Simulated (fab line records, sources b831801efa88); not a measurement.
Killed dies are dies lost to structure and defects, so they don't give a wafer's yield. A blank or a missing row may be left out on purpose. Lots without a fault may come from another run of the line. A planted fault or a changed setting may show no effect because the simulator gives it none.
Tool commonality check | flow gf180mcu | 12 lots, 36 wafers sampled

WHY IT WAS OPENED
At GF_M2_THK_MEAS_06 the reading M2_ALCU_THK is flagged on 2 of 12 lots. Wafers without a fault read 444 nm, standard deviation 5.5.
Rule: a lot is flagged when every wafer of it that has a number lies more than 4 standard deviations from that mean, or none has a number. The other lots count as sound.

lot  | measured     | on            | M2_ALCU_THK (nm), wafer by wafer | flag
L436 | day 20 02:49 | film_metro-03 | 445 447 452                      |
L437 | day 20 03:31 | film_metro-03 | 443 443 442                      |
L438 | day 20 10:07 | film_metro-01 | 441 446 455                      |
L439 | day 21 06:31 | film_metro-01 | 448 451 455                      |
L441 | day 21 13:05 | film_metro-03 | 441 440 439                      |
L442 | day 21 21:59 | film_metro-03 | 439 439 435                      |
L447 | day 23 22:14 | film_metro-03 | 403 407 398                      | FLAGGED
L448 | day 24 05:58 | film_metro-03 | 400 402 403                      | FLAGGED
L451 | day 25 04:53 | film_metro-03 | 446 437 446                      |
L452 | day 25 15:35 | film_metro-03 | 440 439 453                      |
L454 | day 26 01:58 | film_metro-03 | 444 448 442                      |
L455 | day 26 10:11 | film_metro-03 | 445 445 442                      |
The numbers of the flagged lots are 402 nm on average: -42 nm against the usual, or -8 standard deviations.

WHICH TOOL RAN EACH LOT
The record holds 3 process steps before the reading, out of a route of 602 steps. In each cell: the tool, then ch and the chambers that the sampled wafers went through, then the start.
lot  | flag    | GF_V1_ETCH_16                      | GF_V1_SPUTTER_21             | GF_M2_SPUTTER_04
L436 |         | rie_diel-03 ch 0,3, day 20 01:07   | pvd_sputter-02, day 20 01:47 | pvd_sputter-03, day 20 02:39
L437 |         | rie_diel-04 ch 1,2, day 20 01:49   | pvd_sputter-01, day 20 02:29 | pvd_sputter-04, day 20 03:21
L438 |         | rie_diel-01 ch 1,2,3, day 20 08:23 | pvd_sputter-02, day 20 09:05 | pvd_sputter-04, day 20 09:58
L439 |         | rie_diel-04 ch 0,1, day 21 04:44   | pvd_sputter-01, day 21 05:29 | pvd_sputter-02, day 21 06:22
L441 |         | rie_diel-04 ch 1,2, day 21 11:22   | pvd_sputter-01, day 21 12:03 | pvd_sputter-02, day 21 12:55
L442 |         | rie_diel-04 ch 0,2,3, day 21 20:11 | pvd_sputter-01, day 21 20:56 | pvd_sputter-02, day 21 21:49
L447 | FLAGGED | rie_diel-04 ch 0,1,2, day 23 20:32 | pvd_sputter-02, day 23 21:11 | pvd_sputter-04, day 23 22:04
L448 | FLAGGED | rie_diel-04 ch 2,3, day 24 04:14   | pvd_sputter-02, day 24 04:54 | pvd_sputter-04, day 24 05:47
L451 |         | rie_diel-04 ch 0,1,3, day 25 03:11 | pvd_sputter-02, day 25 03:51 | pvd_sputter-03, day 25 04:43
L452 |         | rie_diel-03 ch 0,1,2, day 25 13:53 | pvd_sputter-02, day 25 14:33 | pvd_sputter-03, day 25 15:26
L454 |         | rie_diel-01 ch 1,2,3, day 26 00:13 | pvd_sputter-02, day 26 00:55 | pvd_sputter-03, day 26 01:47
L455 |         | rie_diel-04 ch 0,3, day 26 08:22   | pvd_sputter-03, day 26 09:02 | pvd_sputter-02, day 26 10:01
What these steps do:
- GF_V1_ETCH_16: etches BARC in N2/H2.
- GF_V1_SPUTTER_21: material Ti, target thk 15 nm, time 80.02 s.
- GF_M2_SPUTTER_04: material TiN, target thk 50 nm, time 41.7 s.
- GF_M2_THK_MEAS_06: measures by xrf.

FLAGGED OVER TOTAL, TOOL BY TOOL (the gauges that took the reading come last)
step              | tool           | lots run | flagged | share of the flagged lots | sound lots run after its first flagged lot
GF_V1_ETCH_16     | rie_diel-01    | 2        | 0       | none                      | -
GF_V1_ETCH_16     | rie_diel-03    | 2        | 0       | none                      | -
GF_V1_ETCH_16     | rie_diel-04    | 8        | 2       | all                       | 2 (L451,L455)
GF_V1_SPUTTER_21  | pvd_sputter-01 | 4        | 0       | none                      | -
GF_V1_SPUTTER_21  | pvd_sputter-02 | 7        | 2       | all                       | 3 (L451,L452,L454)
GF_V1_SPUTTER_21  | pvd_sputter-03 | 1        | 0       | none                      | -
GF_M2_SPUTTER_04  | pvd_sputter-02 | 4        | 0       | none                      | -
GF_M2_SPUTTER_04  | pvd_sputter-03 | 4        | 0       | none                      | -
GF_M2_SPUTTER_04  | pvd_sputter-04 | 4        | 2       | all                       | 0
GF_M2_THK_MEAS_06 | film_metro-01  | 2        | 0       | none                      | -
GF_M2_THK_MEAS_06 | film_metro-03  | 10       | 2       | all                       | 4 (L451,L452,L454,L455)

WHAT THE TABLE ALLOWS
4 rows of the table ran every flagged lot: rie_diel-04 at GF_V1_ETCH_16, pvd_sputter-02 at GF_V1_SPUTTER_21, pvd_sputter-04 at GF_M2_SPUTTER_04, film_metro-03 at GF_M2_THK_MEAS_06.
- rie_diel-04 at GF_V1_ETCH_16: 2 of its 8 lots flagged. Sound lots ran on it after the first flagged one (L451, L455), which a lasting fault on the whole tool wouldn't allow.
- pvd_sputter-02 at GF_V1_SPUTTER_21: 2 of its 7 lots flagged. Sound lots ran on it after the first flagged one (L451, L452, L454), which a lasting fault on the whole tool wouldn't allow.
- pvd_sputter-04 at GF_M2_SPUTTER_04: 2 of its 4 lots flagged. Its last sound lot is L438 (day 20 09:58), its first flagged lot L447 (day 23 22:04): a fault that began between those two fits.
- film_metro-03 at GF_M2_THK_MEAS_06: 2 of its 10 lots flagged. Sound lots ran on it after the first flagged one (L451, L452, L454, L455), which a lasting fault on the whole tool wouldn't allow.
One tool is left: pvd_sputter-04 at GF_M2_SPUTTER_04.

WHAT THE SIMULATOR HAD PUT IN
Process parameter drift: pvd_sputter-04, from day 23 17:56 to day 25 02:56, at GF_M2_SPUTTER_04. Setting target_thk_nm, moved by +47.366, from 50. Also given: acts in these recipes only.
Lots struck among those shown: L447, L448. The rule above found the same.
